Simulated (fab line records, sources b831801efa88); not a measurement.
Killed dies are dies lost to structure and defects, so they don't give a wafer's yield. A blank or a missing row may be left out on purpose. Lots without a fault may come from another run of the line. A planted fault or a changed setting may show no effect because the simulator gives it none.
Which tool did it? | flow gf180mcu | 11 lots, 33 wafers sampled, at 5 steps of a route of 602

WHAT THE GAUGES READ, wafer by wafer
GF_SAB_THK_MEAS_01.
lot  | measured     | on            | SAB_CVD_00_THK (nm)
L722 | day 14 17:49 | film_metro-04 | 50.6 50.4 51.2
L727 | day 16 08:56 | film_metro-04 | 49.8 50.6 50.7
L731 | day 17 10:59 | film_metro-03 | 49.7 50.0 50.2
L734 | day 18 17:10 | film_metro-04 | 50.7 51.3 50.9
L738 | day 20 07:23 | film_metro-03 | 49.7 48.9 51.0
L739 | day 20 20:48 | film_metro-04 | 50.0 51.3 51.0
L740 | day 20 21:35 | film_metro-04 | 49.0 50.1 49.8
L741 | day 21 06:02 | film_metro-04 | 49.4 49.9 49.8
L742 | day 21 15:01 | film_metro-01 | 50.1 50.2 50.8
L744 | day 21 23:38 | film_metro-03 | 50.2 50.2 50.6
L745 | day 22 10:10 | film_metro-03 | 49.6 50.1 50.0

GF_V3_THK_MEAS_25: measures by xrf.
lot  | measured     | on            | V3_W_THK (nm)
L722 | day 23 02:46 | film_metro-04 | 353 363 351
L727 | day 24 16:56 | film_metro-01 | 351 354 357
L731 | day 25 17:36 | film_metro-03 | 350 351 353
L734 | day 26 20:23 | film_metro-04 | 360 356 351
L738 | day 28 03:37 | film_metro-01 | 349 348 351
L739 | day 28 13:49 | film_metro-01 | 341 346 351
L740 | day 28 16:06 | film_metro-01 | 347 347 349
L741 | day 28 21:46 | film_metro-03 | 348 354 347
L742 | day 29 04:26 | film_metro-03 | 359 356 359
L744 | day 29 13:21 | film_metro-03 | 361 355 356
L745 | day 29 19:32 | film_metro-04 | 346 351 348

WHICH TOOL RAN EACH LOT (tool, then ch and the chambers of the sampled wafers, then the start)
lot  | GF_CONTACT_SPUTTER_22        | GF_M1_METAL_ETCH_16               | GF_M1_STRIP_17
L722 | pvd_sputter-03, day 16 15:54 | rie_metal-02 ch 0,1, day 17 16:31 | plasma_asher-02 ch 0,1, day 17 16:38
L727 | pvd_sputter-04, day 18 09:26 | rie_metal-03 ch 0,1, day 19 10:52 | plasma_asher-03 ch 0,1, day 19 10:58
L731 | pvd_sputter-04, day 19 13:45 | rie_metal-03 ch 0,1, day 20 15:23 | plasma_asher-01 ch 0,1, day 20 15:30
L734 | pvd_sputter-03, day 20 19:23 | rie_metal-03 ch 0,1, day 21 20:37 | plasma_asher-01 ch 0,1, day 21 20:44
L738 | pvd_sputter-01, day 22 09:14 | rie_metal-01 ch 0, day 23 09:42   | plasma_asher-03 ch 0,1, day 23 09:53
L739 | pvd_sputter-03, day 22 22:32 | rie_metal-01 ch 0,1, day 23 21:51 | plasma_asher-02 ch 0, day 23 21:58
L740 | pvd_sputter-04, day 22 22:39 | rie_metal-02 ch 0,1, day 23 22:14 | plasma_asher-03 ch 0,1, day 23 22:21
L741 | pvd_sputter-04, day 23 06:02 | rie_metal-03 ch 0,1, day 24 05:39 | plasma_asher-01 ch 0,1, day 24 05:46
L742 | pvd_sputter-04, day 23 15:20 | rie_metal-02 ch 0,1, day 24 14:49 | plasma_asher-01 ch 0,1, day 24 14:56
L744 | pvd_sputter-03, day 23 22:38 | rie_metal-03 ch 0, day 24 22:19   | plasma_asher-01 ch 0, day 24 22:26
L745 | pvd_sputter-04, day 24 09:22 | rie_metal-03 ch 0,1, day 25 07:49 | plasma_asher-02 ch 0,1, day 25 07:56
- GF_CONTACT_SPUTTER_22: material Ti, target thk 15 nm, time 80.02 s.
- GF_M1_METAL_ETCH_16: etches the open film in Cl2/BCl3, stops on SiO2, target depth 627.5 nm, time 104.6 s.
- GF_M1_STRIP_17: strips in O2/N2.

WHAT THE TOOLS THEMSELVES READ (means of the sampled wafers that have a number; where no wafer has one, the mark that the record gives instead)
GF_CONTACT_SPUTTER_22.
lot  | tool           | cathode_dc_power_W (W) | throttle_valve_pct (%)
L722 | pvd_sputter-03 | 2500.2                 | 30.0
L727 | pvd_sputter-04 | 2500.3                 | 30.8
L731 | pvd_sputter-04 | 2499.9                 | 30.4
L734 | pvd_sputter-03 | 2500.1                 | 30.3
L738 | pvd_sputter-01 | 2499.9                 | 31.0
L739 | pvd_sputter-03 | 2499.9                 | 30.2
L740 | pvd_sputter-04 | 2499.9                 | 30.0
L741 | pvd_sputter-04 | 2500.0                 | 30.4
L742 | pvd_sputter-04 | 2500.1                 | 29.8
L744 | pvd_sputter-03 | 2499.8                 | 30.3
L745 | pvd_sputter-04 | 2500.2                 | 30.3

GF_M1_METAL_ETCH_16.
lot  | tool         | bcl3_flow_sccm (sccm) | drypump_motor_current_A (A) | oes_product_au (a.u.) | rf_fwd_power_W (W) | throttle_valve_pct (%)
L722 | rie_metal-02 | 39.87                 | 5.71                        | 0.975                 | 794.0              | 28.242
L727 | rie_metal-03 | 39.92                 | 5.78                        | 0.968                 | 796.5              | 28.255
L731 | rie_metal-03 | 39.99                 | 5.87                        | 0.963                 | 922.4              | 28.253
L734 | rie_metal-03 | 39.99                 | 5.80                        | 0.969                 | 922.9              | 28.251
L738 | rie_metal-01 | 39.93                 | 5.99                        | 0.970                 | 799.1              | 28.248
L739 | rie_metal-01 | 39.99                 | 5.98                        | 0.967                 | 795.1              | 28.256
L740 | rie_metal-02 | 40.11                 | 5.73                        | 0.972                 | 794.5              | 28.242
L741 | rie_metal-03 | 40.01                 | 5.79                        | 0.971                 | 794.1              | 28.255
L742 | rie_metal-02 | 40.01                 | 5.77                        | 0.977                 | 793.8              | 28.248
L744 | rie_metal-03 | 40.14                 | 5.94                        | 0.971                 | 797.4              | 28.250
L745 | rie_metal-03 | 40.09                 | 5.85                        | 0.971                 | 793.6              | 28.247

GF_M1_STRIP_17.
lot  | tool            | drypump_motor_current_A (A) | heater_power_w (W) | o2_flow_sccm (sccm) | oes_product_au (a.u.) | strip_time_to_endpoint_s (s)
L722 | plasma_asher-02 | 5.7                         | 369                | 3001                | 0.555                 | 7.85
L727 | plasma_asher-03 | 5.6                         | 370                | 2999                | 0.554                 | 7.93
L731 | plasma_asher-01 | 5.2                         | 341                | 3001                | 0.548                 | 7.59
L734 | plasma_asher-01 | 5.2                         | 338                | 3002                | 0.546                 | 7.59
L738 | plasma_asher-03 | 5.6                         | 367                | 3001                | 0.552                 | 7.81
L739 | plasma_asher-02 | 6.0                         | 423                | 3008                | 0.555                 | 7.86
L740 | plasma_asher-03 | 5.6                         | 372                | 2999                | 0.552                 | 7.83
L741 | plasma_asher-01 | 5.2                         | 341                | 3003                | 0.567                 | 8.03
L742 | plasma_asher-01 | 5.5                         | 341                | 3013                | 0.558                 | 7.88
L744 | plasma_asher-01 | 4.8                         | 340                | 2990                | 0.560                 | 7.90
L745 | plasma_asher-02 | 5.7                         | 370                | 2995                | 0.559                 | 7.88

THE ANSWER, worked out from the rows above alone
Rule: what is usual is taken from the lots themselves. Put in order of their means at a reading, lots are off if they are a third of the lots or fewer, leave a main group of 4 or more, and stand apart from it by a gap of 3 or more times the standard deviation of the main group's means; of several such gaps the widest counts. A main group whose means are all the same, to the digits that the tables above print for the reading, isn't used. A lot without any number at a reading at which 4 lots or more have one is off too. The other lots that the step has rows for count as sound. The gauges are gone through in route order, then the tools' own readings, and for those a lot's mean is taken as printed above. The first step at which some lot is off is used, and at that step the reading that is off furthest; a lot without a number counts as furthest.
Off: L731, L734, at GF_M1_METAL_ETCH_16 (rf_fwd_power_W). The main group: mean 795.3 W, standard deviation 1.8.
A tool fits if, at that step or a process step before it, it ran every lot that is off, and no sound lot after the first of them. None of those tried fits.

WHAT THE SIMULATOR HAD PUT IN
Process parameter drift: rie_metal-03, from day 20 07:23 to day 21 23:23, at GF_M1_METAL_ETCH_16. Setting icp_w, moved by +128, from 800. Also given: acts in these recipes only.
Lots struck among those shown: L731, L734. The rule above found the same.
